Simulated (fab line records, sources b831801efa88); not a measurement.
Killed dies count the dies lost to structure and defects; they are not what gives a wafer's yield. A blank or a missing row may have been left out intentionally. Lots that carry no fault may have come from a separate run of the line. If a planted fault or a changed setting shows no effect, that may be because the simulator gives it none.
What tool caused it? :: flow gf180mcu :: 42 wafers from 14 lots sampled at 4 of the route's 602 steps

== WHAT EACH GAUGE READ, for each wafer ==
GF_M4_CD_MEAS_14 targets a cd of 280 nm. Usual: 280.3 nm for cd-nm, sd 1.3.
lot: L365
measured: day 24 05:07
on: cd-sem-02
cd-nm (nm): 279.0 279.6 279.0
flag: 

lot: L364
measured: day 24 10:22
on: cd-sem-02
cd-nm (nm): - - -
flag: OFF

lot: L367
measured: day 25 01:11
on: cd-sem-02
cd-nm (nm): - - -
flag: OFF

lot: L369
measured: day 25 21:27
on: cd-sem-02
cd-nm (nm): 278.7 278.9 278.3
flag: 

lot: L376
measured: day 27 22:47
on: cd-sem-02
cd-nm (nm): 282.6 281.4 282.1
flag: 

lot: L377
measured: day 28 06:32
on: cd-sem-02
cd-nm (nm): 281.3 281.3 280.6
flag: 

lot: L378
measured: day 28 06:52
on: cd-sem-01
cd-nm (nm): 280.6 281.4 280.1
flag: 

lot: L379
measured: day 28 19:12
on: cd-sem-01
cd-nm (nm): 282.8 282.5 282.1
flag: 

lot: L380
measured: day 29 02:21
on: cd-sem-01
cd-nm (nm): 281.2 280.7 280.6
flag: 

lot: L381
measured: day 29 04:24
on: cd-sem-01
cd-nm (nm): 277.8 279.0 278.6
flag: 

lot: L382
measured: day 29 13:34
on: cd-sem-01
cd-nm (nm): 280.0 279.5 278.8
flag: 

lot: L383
measured: day 29 19:41
on: cd-sem-02
cd-nm (nm): 281.1 281.3 281.7
flag: 

lot: L384
measured: day 29 21:25
on: cd-sem-02
cd-nm (nm): 279.3 279.2 279.0
flag: 

lot: L386
measured: day 30 09:52
on: cd-sem-01
cd-nm (nm): 279.2 278.0 278.7
flag: 

== WHAT TOOL EACH LOT RAN ON (gives the tool, then ch and the chambers of the sampled wafers, and finally the start) ==
lot: L365
GF_V3_ETCH_17: rie-diel-04 ch 0,2,3, day 23 06:19 or earlier
GF_V3_SPUTTER_21: pvd-sputter-04, day 23 06:19
GF_M4_PEB_12: litho-track-01 ch 0, day 24 04:46

lot: L364
GF_V3_ETCH_17: rie-diel-01 ch 0,2,3, day 23 11:35 or earlier
GF_V3_SPUTTER_21: pvd-sputter-02, day 23 11:35
GF_M4_PEB_12: litho-track-01, day 24 10:01

lot: L367
GF_V3_ETCH_17: rie-diel-01 ch 1,3, day 24 02:57 or earlier
GF_V3_SPUTTER_21: pvd-sputter-04, day 24 02:57
GF_M4_PEB_12: litho-track-03, day 25 00:50

lot: L369
GF_V3_ETCH_17: rie-diel-02 ch 2,3, day 24 23:25 or earlier
GF_V3_SPUTTER_21: pvd-sputter-02, day 24 23:25
GF_M4_PEB_12: litho-track-01 ch 0, day 25 21:08

lot: L376
GF_V3_ETCH_17: rie-diel-02 ch 1,2, day 27 01:28 or earlier
GF_V3_SPUTTER_21: pvd-sputter-03, day 27 01:28
GF_M4_PEB_12: litho-track-01 ch 0, day 27 22:26

lot: L377
GF_V3_ETCH_17: rie-diel-02 ch 0,1,2, day 27 08:59 or earlier
GF_V3_SPUTTER_21: pvd-sputter-03, day 27 08:59
GF_M4_PEB_12: litho-track-03 ch 0, day 28 06:11

lot: L378
GF_V3_ETCH_17: rie-diel-04 ch 0,2, day 27 10:32 or earlier
GF_V3_SPUTTER_21: pvd-sputter-02, day 27 10:32
GF_M4_PEB_12: litho-track-01 ch 0, day 28 06:31

lot: L379
GF_V3_ETCH_17: rie-diel-02 ch 0,3, day 27 22:44 or earlier
GF_V3_SPUTTER_21: pvd-sputter-04, day 27 22:44
GF_M4_PEB_12: litho-track-04 ch 0, day 28 18:47

lot: L380
GF_V3_ETCH_17: rie-diel-01 ch 0,1,3, day 28 05:49 or earlier
GF_V3_SPUTTER_21: pvd-sputter-04, day 28 05:49
GF_M4_PEB_12: litho-track-01 ch 0, day 29 02:02

lot: L381
GF_V3_ETCH_17: rie-diel-04 ch 0,1,3, day 28 08:04 or earlier
GF_V3_SPUTTER_21: pvd-sputter-04, day 28 08:04
GF_M4_PEB_12: litho-track-03 ch 0, day 29 04:04

lot: L382
GF_V3_ETCH_17: rie-diel-04 ch 0,2,3, day 28 17:12 or earlier
GF_V3_SPUTTER_21: pvd-sputter-02, day 28 17:12
GF_M4_PEB_12: litho-track-01 ch 0, day 29 13:13

lot: L383
GF_V3_ETCH_17: rie-diel-01 ch 1,2, day 28 23:41 or earlier
GF_V3_SPUTTER_21: pvd-sputter-02, day 28 23:41
GF_M4_PEB_12: litho-track-03 ch 0, day 29 19:22

lot: L384
GF_V3_ETCH_17: rie-diel-04 ch 0,2, day 29 02:07 or earlier
GF_V3_SPUTTER_21: pvd-sputter-02, day 29 02:07
GF_M4_PEB_12: litho-track-01 ch 0, day 29 21:04

lot: L386
GF_V3_ETCH_17: rie-diel-04 ch 0,1,3, day 29 14:46 or earlier
GF_V3_SPUTTER_21: pvd-sputter-04, day 29 14:46
GF_M4_PEB_12: litho-track-04 ch 0, day 30 09:31
- GF_V3_ETCH_17: etches SiO2 in C4F8/O2/Ar, stops on TiN, target depth 635 nm.
- GF_V3_SPUTTER_21: material Ti, target thk 15 nm, time 80.02 s.
- GF_M4_PEB_12: peb time 90 s.

== WHAT THE TOOLS THEMSELVES READ (means of the sampled wafers that have a number; where no wafer has one, the mark that the record gives instead) ==
GF_V3_ETCH_17. Usual: chamber-pressure-mTorr 40.00 mTorr, standard deviation 0.032; oes-product-au 0.856 a.u., standard deviation 0.0048.
lot: L365
tool: rie-diel-04
chamber-pressure-mTorr (mTorr): 40.02
oes-product-au (a.u.): 0.859
flag: 

lot: L364
tool: rie-diel-01
chamber-pressure-mTorr (mTorr): 40.01
oes-product-au (a.u.): 0.857
flag: 

lot: L367
tool: rie-diel-01
chamber-pressure-mTorr (mTorr): 40.00
oes-product-au (a.u.): 0.858
flag: 

lot: L369
tool: rie-diel-02
chamber-pressure-mTorr (mTorr): 39.97
oes-product-au (a.u.): 0.860
flag: 

lot: L376
tool: rie-diel-02
chamber-pressure-mTorr (mTorr): 40.00
oes-product-au (a.u.): 0.854
flag: 

lot: L377
tool: rie-diel-02
chamber-pressure-mTorr (mTorr): 40.01
oes-product-au (a.u.): 0.856
flag: 

lot: L378
tool: rie-diel-04
chamber-pressure-mTorr (mTorr): 40.00
oes-product-au (a.u.): 0.855
flag: 

lot: L379
tool: rie-diel-02
chamber-pressure-mTorr (mTorr): 39.97
oes-product-au (a.u.): 0.857
flag: 

lot: L380
tool: rie-diel-01
chamber-pressure-mTorr (mTorr): 39.97
oes-product-au (a.u.): 0.854
flag: 

lot: L381
tool: rie-diel-04
chamber-pressure-mTorr (mTorr): 39.98
oes-product-au (a.u.): 0.860
flag: 

lot: L382
tool: rie-diel-04
chamber-pressure-mTorr (mTorr): 40.01
oes-product-au (a.u.): 0.856
flag: 

lot: L383
tool: rie-diel-01
chamber-pressure-mTorr (mTorr): 39.98
oes-product-au (a.u.): 0.860
flag: 

lot: L384
tool: rie-diel-04
chamber-pressure-mTorr (mTorr): 39.99
oes-product-au (a.u.): 0.854
flag: 

lot: L386
tool: rie-diel-04
chamber-pressure-mTorr (mTorr): 39.99
oes-product-au (a.u.): 0.855
flag: 

GF_V3_SPUTTER_21. Usual: 30.0 % for throttle-valve-pct, sd 1.3.
lot: L365
tool: pvd-sputter-04
throttle-valve-pct (%): 30.0
flag: 

lot: L364
tool: pvd-sputter-02
throttle-valve-pct (%): 30.6
flag: 

lot: L367
tool: pvd-sputter-04
throttle-valve-pct (%): 28.1
flag: 

lot: L369
tool: pvd-sputter-02
throttle-valve-pct (%): 30.7
flag: 

lot: L376
tool: pvd-sputter-03
throttle-valve-pct (%): 31.1
flag: 

lot: L377
tool: pvd-sputter-03
throttle-valve-pct (%): 30.9
flag: 

lot: L378
tool: pvd-sputter-02
throttle-valve-pct (%): 30.6
flag: 

lot: L379
tool: pvd-sputter-04
throttle-valve-pct (%): 29.2
flag: 

lot: L380
tool: pvd-sputter-04
throttle-valve-pct (%): 29.4
flag: 

lot: L381
tool: pvd-sputter-04
throttle-valve-pct (%): 29.4
flag: 

lot: L382
tool: pvd-sputter-02
throttle-valve-pct (%): 31.5
flag: 

lot: L383
tool: pvd-sputter-02
throttle-valve-pct (%): 31.2
flag: 

lot: L384
tool: pvd-sputter-02
throttle-valve-pct (%): 30.5
flag: 

lot: L386
tool: pvd-sputter-04
throttle-valve-pct (%): 29.1
flag: 

GF_M4_PEB_12. Usual: chill-plate-temp-C 22.99 C, standard deviation 0.12; exhaust-pa 44.9 Pa, standard deviation 0.8; heater-power-total-W 85.70 W, standard deviation 0.08; plate-temp-C 135.00 C, standard deviation 0.13.
lot: L365
tool: litho-track-01
chill-plate-temp-C (C): 23.00
exhaust-pa (Pa): 44.8
heater-power-total-W (W): 85.77
plate-temp-C (C): 134.92
flag: 

lot: L364
tool: litho-track-01
chill-plate-temp-C (C): -
exhaust-pa (Pa): -
heater-power-total-W (W): -
plate-temp-C (C): -
flag: OFF

lot: L367
tool: litho-track-03
chill-plate-temp-C (C): -
exhaust-pa (Pa): -
heater-power-total-W (W): -
plate-temp-C (C): -
flag: OFF

lot: L369
tool: litho-track-01
chill-plate-temp-C (C): 22.93
exhaust-pa (Pa): 44.9
heater-power-total-W (W): 85.67
plate-temp-C (C): 135.02
flag: 

lot: L376
tool: litho-track-01
chill-plate-temp-C (C): 22.86
exhaust-pa (Pa): 44.2
heater-power-total-W (W): 85.67
plate-temp-C (C): 134.90
flag: 

lot: L377
tool: litho-track-03
chill-plate-temp-C (C): 23.03
exhaust-pa (Pa): 45.1
heater-power-total-W (W): 85.79
plate-temp-C (C): 134.86
flag: 

lot: L378
tool: litho-track-01
chill-plate-temp-C (C): 22.91
exhaust-pa (Pa): 45.5
heater-power-total-W (W): 85.77
plate-temp-C (C): 135.07
flag: 

lot: L379
tool: litho-track-04
chill-plate-temp-C (C): 22.93
exhaust-pa (Pa): 44.7
heater-power-total-W (W): 85.76
plate-temp-C (C): 135.04
flag: 

lot: L380
tool: litho-track-01
chill-plate-temp-C (C): 22.97
exhaust-pa (Pa): 45.8
heater-power-total-W (W): 85.68
plate-temp-C (C): 135.00
flag: 

lot: L381
tool: litho-track-03
chill-plate-temp-C (C): 23.13
exhaust-pa (Pa): 44.7
heater-power-total-W (W): 85.66
plate-temp-C (C): 135.02
flag: 

lot: L382
tool: litho-track-01
chill-plate-temp-C (C): 22.83
exhaust-pa (Pa): 45.3
heater-power-total-W (W): 85.68
plate-temp-C (C): 135.01
flag: 

lot: L383
tool: litho-track-03
chill-plate-temp-C (C): 22.80
exhaust-pa (Pa): 44.5
heater-power-total-W (W): 85.76
plate-temp-C (C): 134.91
flag: 

lot: L384
tool: litho-track-01
chill-plate-temp-C (C): 23.08
exhaust-pa (Pa): 45.5
heater-power-total-W (W): 85.68
plate-temp-C (C): 134.86
flag: 

lot: L386
tool: litho-track-04
chill-plate-temp-C (C): 23.02
exhaust-pa (Pa): 45.3
heater-power-total-W (W): 85.72
plate-temp-C (C): 135.09
flag: 

== THE ANSWER, worked out from the rows above alone ==
Rule: a lot counts as off when the mean over its wafers that have a number is more than 3 standard deviations away from the usual mean. Also off: a lot with no number at a reading for which 4 or more lots have one. Any other lot the step has rows for is counted as sound. Order of review: gauges by route order, followed by the tools' own readings, for which a lot's mean as printed above is used. The first step at which some lot is off is used, and at that step the reading that is off furthest; a lot without a number counts as furthest.
Off: L364, L367, at GF_M4_CD_MEAS_14 (cd-nm). Without a number there: L364, L367.
If a tool, at a process step before that reading, ran all the lots that are off and no sound lot after the first of them, it fits. The gauges at GF_M4_CD_MEAS_14 aren't tried: what is off there is off at GF_M4_PEB_12 too, on other tools, and a gauge's error can't cause that. Because GF_V3_ETCH_17 lacks a start for some lots, the hours and order of its lots are taken from GF_V3_SPUTTER_21. None of those tried fits.

== WHAT THE SIMULATOR HAD PUT IN ==
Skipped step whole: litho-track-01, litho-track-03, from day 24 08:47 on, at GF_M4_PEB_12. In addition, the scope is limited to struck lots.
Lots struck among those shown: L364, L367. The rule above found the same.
